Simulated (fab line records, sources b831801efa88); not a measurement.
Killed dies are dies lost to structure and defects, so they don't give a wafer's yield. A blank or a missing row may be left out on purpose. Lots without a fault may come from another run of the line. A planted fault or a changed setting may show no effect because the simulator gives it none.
Chamber matching | flow sfq_line | SFQ_TRILAYER_I3_VIA_BARC_OPEN_VIA_ETCH_121 on rie_diel-03: 4 sister chambers
The step etches BARC in O2, target depth 125 nm, time 41.7 s. 8 wafers are shown with their chamber, then 7 later ones without.

WAFERS WITH THEIR CHAMBER
wafer  | chamber | oes_product_au (a.u.)
L838.5 | 3       | 0.688
L838.6 | 2       | 0.683
L843.3 | 1       | 0.686
L843.6 | 3       | 0.680
L846.5 | 1       | 0.688
L846.6 | 0       | 0.684
L849.1 | 2       | 0.687
L849.4 | 0       | 0.677

WAFERS WITHOUT THEIR CHAMBER
wafer  | oes_product_au (a.u.)
L849.6 | 0.687
L852.2 | 0.689
L852.3 | 0.689
L852.4 | 0.683
L857.1 | 0.683
L857.3 | 0.696
L857.4 | 0.683

WHICH CHAMBER EACH WENT THROUGH
wafer  | from the rows above               | in truth
L849.6 | can't be placed: 1 or 2 or 3 or 0 | 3
L852.2 | can't be placed: 1 or 2 or 3 or 0 | 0
L852.3 | can't be placed: 1 or 2 or 3 or 0 | 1
L852.4 | can't be placed: 3 or 2 or 0 or 1 | 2
L857.1 | can't be placed: 3 or 2 or 0 or 1 | 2
L857.3 | can't be placed: 1 or 2 or 3 or 0 | 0
L857.4 | can't be placed: 3 or 2 or 0 or 1 | 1
Placed correctly: 0 of 7. Can't be placed from these rows: 7 (the true chamber is among the candidates in 7). Placed wrongly: 0.
How it was worked out, from the rows above alone: a wafer's distance from a chamber is the root of the sum, over the readings, of the square of ((its reading less the chamber's mean) divided by the reading's scatter). The wafer belongs to the nearest chamber; if the next one is less than 2 further off, it can't be placed. A chamber's mean is the mean of its shown wafers. The scatter: the root of (the sum of the squares of (reading less its chamber's mean) over the shown wafers, divided by (wafers less chambers)).
